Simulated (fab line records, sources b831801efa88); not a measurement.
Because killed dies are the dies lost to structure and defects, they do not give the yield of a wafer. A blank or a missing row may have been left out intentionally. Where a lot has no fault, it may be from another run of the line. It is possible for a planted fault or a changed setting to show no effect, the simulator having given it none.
Struck lot and sound lot, side by side    flow gf180mcu    43 steps out of a route of 602
Sound: these wafers, L554.1, L554.2, L554.4. Struck: wafer L566.6. (L566.1, L566.5 of the same lot were not struck and are left out.) The cause comes at the end.
Per side, at each step with rows, come the tool, then ch with its chambers, and then its first start. Under that, the readings that differ: sound wafers    struck wafers    difference of the means    sigmas: that difference in standard deviations of wafers without a fault.
alike: a reading whose means differ by less than 2 such deviations, as well as words and numbers matching on both sides. not compared: withheld readings; readings where some wafer has no value; bounds like >300 that might hide an equal value; numbers whose values overlap and for which the record gives no deviation.
The two part at a step that has a row with sigmas, a row that says differs or no value, or rows on one side only. Numbers that have no deviation but don't overlap get no sigmas and don't part them. Lack of a reading on every wafer of one side parts them only where that side has two or more wafers.

first, 1 step without rows for these wafers: GF_VT_IMPLANT_IMPLANT_08.
GF_VT_IMPLANT_STRIP_09: strips in O2/N2.
  sound on plasmaAsher-03 ch 0,1, day 5 21:10; struck on plasmaAsher-03 ch 0, day 9 00:52
  alike: drypumpMotorCurrentA, heaterPowerW, o2FlowSccm, oesProductAu, stripTimeToEndpointS
  not compared: rfHoursCounterH
GF_VT_IMPLANT_TW_MEAS_10:
  sound on filmMetro-01 at day 5 21:16; struck on filmMetro-02 at day 9 00:58
  alike: VT_IMPLANT_TW
then, 7 steps without rows for these wafers: GF_VT_IMPLANT_DEHYDRATE_11 (time 60 s); GF_VT_IMPLANT_HMDS_12 (prime time 60 s); GF_VT_IMPLANT_COAT_13 (resist thk 1000 nm); GF_VT_IMPLANT_SOFTBAKE_14 (time 60 s); GF_VT_IMPLANT_EXPOSE_15 (exposes mask Nwell LV AREA, target cd 860 nm); GF_VT_IMPLANT_PEB_16; GF_VT_IMPLANT_DEVELOP_17 (develop time 60 s).
GF_VT_IMPLANT_OVL_MEAS_18:
  sound on overlay-01 at day 6 12:31; struck on overlay-01 at day 9 17:52
  alike: VT_IMPLANT_01_OVL
next, for these wafers, 1 step has no rows: GF_VT_IMPLANT_IMPLANT_19.
GF_VT_IMPLANT_STRIP_20: strips in O2/N2.
  sound on plasmaAsher-04 ch 0,1, day 6 12:43; struck on plasmaAsher-01 ch 1, day 9 18:04
  alike: drypumpMotorCurrentA, heaterPowerW, o2FlowSccm, oesProductAu, stripTimeToEndpointS
  not compared: rfHoursCounterH
GF_VT_IMPLANT_TW_MEAS_21:
  sound on filmMetro-03 at day 6 12:49; struck on filmMetro-01 at day 9 18:10
  alike: VT_IMPLANT_2_TW
then, 7 steps without rows for these wafers: GF_VT_IMPLANT_DEHYDRATE_22 (time 60 s); GF_VT_IMPLANT_HMDS_23 (prime time 60 s); GF_VT_IMPLANT_COAT_24 (resist thk 1000 nm); GF_VT_IMPLANT_SOFTBAKE_25 (time 60 s); GF_VT_IMPLANT_EXPOSE_26 (exposes mask LVPWELL HV AREA, target cd 860 nm); GF_VT_IMPLANT_PEB_27; GF_VT_IMPLANT_DEVELOP_28 (develop time 60 s).
GF_VT_IMPLANT_OVL_MEAS_29:
  sound on overlay-02 at day 7 04:01; struck on overlay-01 at day 10 11:51
  alike: VT_IMPLANT_02_OVL
next, for these wafers, 1 step has no rows: GF_VT_IMPLANT_IMPLANT_30.
GF_VT_IMPLANT_STRIP_31: strips in O2/N2.
  sound on plasmaAsher-01 ch 0,1, day 7 04:13; struck on plasmaAsher-03 ch 0, day 10 12:02
  alike: drypumpMotorCurrentA, heaterPowerW, o2FlowSccm, oesProductAu, stripTimeToEndpointS
  not compared: rfHoursCounterH
GF_VT_IMPLANT_TW_MEAS_32:
  sound on filmMetro-01 at day 7 04:19; struck on filmMetro-02 at day 10 12:08
  alike: VT_IMPLANT_3_TW
then, 7 steps without rows for these wafers: GF_VT_IMPLANT_DEHYDRATE_33 (time 60 s); GF_VT_IMPLANT_HMDS_34 (prime time 60 s); GF_VT_IMPLANT_COAT_35 (resist thk 1000 nm); GF_VT_IMPLANT_SOFTBAKE_36 (time 60 s); GF_VT_IMPLANT_EXPOSE_37 (exposes mask Nwell HV AREA, target cd 860 nm); GF_VT_IMPLANT_PEB_38; GF_VT_IMPLANT_DEVELOP_39 (develop time 60 s).
GF_VT_IMPLANT_OVL_MEAS_40:
  sound on overlay-02 at day 7 19:37; struck on overlay-01 at day 11 06:03
  alike: VT_IMPLANT_03_OVL
next, for these wafers, 1 step has no rows: GF_VT_IMPLANT_IMPLANT_41.
GF_VT_IMPLANT_STRIP_42: strips in O2/N2.
  sound on plasmaAsher-03 ch 0,1, day 7 19:49; struck on plasmaAsher-03 ch 1, day 11 06:14
  alike: drypumpMotorCurrentA, heaterPowerW, o2FlowSccm, oesProductAu, stripTimeToEndpointS
  not compared: rfHoursCounterH
GF_VT_IMPLANT_TW_MEAS_43:
  sound on filmMetro-01 at day 7 19:55; struck on filmMetro-01 at day 11 06:20
  alike: VT_IMPLANT_4_TW
then, 1 step without rows for these wafers: GF_VT_IMPLANT_CLEAN_44 (cleans in SC1/SC2, time 150 s).
GF_VT_IMPLANT_RTA_45: time 30 s.
  sound on rtpAnneal-01 ch 0, day 7 20:01; struck on rtpAnneal-02 ch 0, day 11 06:26
  alike: lampPowerPct, wafer_temp_C_max
GF_VT_IMPLANT_RS_MEAS_46: the measuring method here is four-point-probe.
  sound on filmMetro-03 at day 7 20:07; struck on filmMetro-03 at day 11 06:32
  alike: MVSD_RS
GF_VT_IMPLANT_RS_MEAS_47: the measuring method here is four-point-probe.
  sound on filmMetro-03 at day 7 20:14; struck on filmMetro-03 at day 11 06:40
  alike: NWELL_RS
GF_VT_IMPLANT_RS_MEAS_48: the measuring method here is four-point-probe.
  sound on filmMetro-03 at day 7 20:22; struck on filmMetro-03 at day 11 06:47
  alike: LVPWELL_RS
GF_VT_IMPLANT_RS_MEAS_49: the measuring method here is four-point-probe.
  sound on filmMetro-03 at day 7 20:29; struck on filmMetro-03 at day 11 06:54
  alike: MVPSD_RS
-- here the record skips 21 days between the struck wafers' starts before and after, leaving off in module VT_IMPLANT and picking up in module PASSIVATION (first step shown: number 602 of the route) --
GF_PASSIVATION_PROBE_99:
  record: rows for the struck wafers here (prober-02, day 32 12:41), none for the sound ones

## WHERE THEY PART
Within this record, at GF_PASSIVATION_PROBE_99 only.

WHY: the cause the simulator had injected
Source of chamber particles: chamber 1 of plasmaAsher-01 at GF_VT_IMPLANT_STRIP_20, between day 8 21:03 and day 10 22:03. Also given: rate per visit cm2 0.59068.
